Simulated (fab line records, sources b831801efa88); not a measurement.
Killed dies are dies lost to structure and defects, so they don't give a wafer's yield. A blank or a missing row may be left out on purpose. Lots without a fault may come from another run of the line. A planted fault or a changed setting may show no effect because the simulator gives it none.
Chamber matching | flow sky130 | SKY_LI_CONTACT_CMP_02 on cmp-01: 4 sister chambers
The step polishes PSG. 24 wafers are shown with their chamber, then 12 later ones without.

WAFERS WITH THEIR CHAMBER
wafer  | chamber | motor_current_A (A) | time_to_endpoint_s (s) | slurry_flow_ml_min
L074.3 | 2       | 13.8                | 31.6                   | 149.5
L074.4 | 1       | 12.8                | 26.8                   | 150.1
L074.6 | 2       | 14.2                | 31.8                   | 149.4
L077.2 | 3       | 11.8                | 38.5                   | 150.2
L077.3 | 0       | 12.3                | 32.4                   | 149.8
L077.6 | 3       | 11.0                | 38.4                   | 150.2
L079.1 | 0       | 12.4                | 28.7                   | 150.0
L079.3 | 3       | 10.8                | 30.1                   | 150.2
L079.5 | 3       | 12.1                | 31.1                   | 150.1
L080.2 | 2       | 13.5                | 34.8                   | 150.1
L080.5 | 2       | 13.2                | 36.5                   | 150.3
L080.6 | 3       | 10.8                | 35.5                   | 149.1
L083.1 | 0       | 11.5                | 29.3                   | 149.9
L083.3 | 2       | 13.7                | 31.9                   | 150.0
L083.5 | 2       | 13.3                | 34.6                   | 149.5
L085.1 | 1       | 11.7                | 26.3                   | 149.0
L085.2 | 0       | 11.6                | 32.4                   | 149.8
L085.3 | 2       | 13.4                | 30.0                   | 149.7
L086.1 | 3       | 11.1                | 32.8                   | 149.8
L086.4 | 2       | 13.5                | 27.6                   | 149.7
L086.6 | 1       | 12.0                | 27.4                   | 149.2
L088.1 | 2       | 13.8                | 32.5                   | 149.8
L088.3 | 3       | 11.3                | 33.7                   | 150.1
L088.4 | 0       | 12.1                | 32.8                   | 149.8

SIGNATURES (means of the wafers above)
reading            | chamber 0 | chamber 1 | chamber 2 | chamber 3 | scatter within a chamber
motor_current_A    | 11.980    | 12.167    | 13.600    | 11.271    | 0.424
time_to_endpoint_s | 31.120    | 26.833    | 32.367    | 34.300    | 2.64
slurry_flow_ml_min | 149.860   | 149.433   | 149.778   | 149.957   | 0.349
Rule: a wafer's distance from a chamber is the root of the sum, over the readings, of the square of ((its reading less the chamber's mean) divided by the reading's scatter). The wafer belongs to the nearest chamber; if the next one is less than 2 further off, it can't be placed. The scatter: the root of (the sum of the squares of (reading less its chamber's mean) over the shown wafers, divided by (wafers less chambers)).

WAFERS WITHOUT THEIR CHAMBER
wafer  | motor_current_A (A) | time_to_endpoint_s (s) | slurry_flow_ml_min
L089.2 | 11.5                | 33.8                   | 150.3
L089.3 | 14.1                | 31.6                   | 150.0
L089.6 | 11.6                | 36.2                   | 150.5
L091.1 | 11.9                | 30.3                   | 149.2
L091.5 | 12.8                | 31.4                   | 150.1
L091.6 | 12.5                | 27.3                   | 150.6
L093.3 | 13.0                | 31.8                   | 149.6
L093.4 | 11.3                | 33.8                   | 150.2
L093.6 | 11.5                | 33.1                   | 150.3
L095.2 | 12.4                | 34.4                   | 150.4
L095.3 | 12.6                | 26.9                   | 150.1
L095.5 | 13.1                | 30.0                   | 150.2

WHICH CHAMBER EACH WENT THROUGH
wafer  | from the rows above               | in truth
L089.2 | can't be placed: 3 or 0           | 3
L089.3 | 2                                 | 2
L089.6 | can't be placed: 3 or 0           | 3
L091.1 | can't be placed: 1 or 0 or 3      | 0
L091.5 | can't be placed: 0 or 2 or 1 or 3 | 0
L091.6 | can't be placed: 0 or 1 or 2 or 3 | 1
L093.3 | can't be placed: 2 or 0 or 1      | 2
L093.4 | can't be placed: 3 or 0           | 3
L093.6 | can't be placed: 3 or 0           | 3
L095.2 | can't be placed: 0 or 3 or 2 or 1 | 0
L095.3 | can't be placed: 1 or 0 or 2      | 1
L095.5 | can't be placed: 2 or 0 or 1      | 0
Placed correctly: 1 of 12. Can't be placed from these rows: 11 (the true chamber is among the candidates in 11). Placed wrongly: 0.
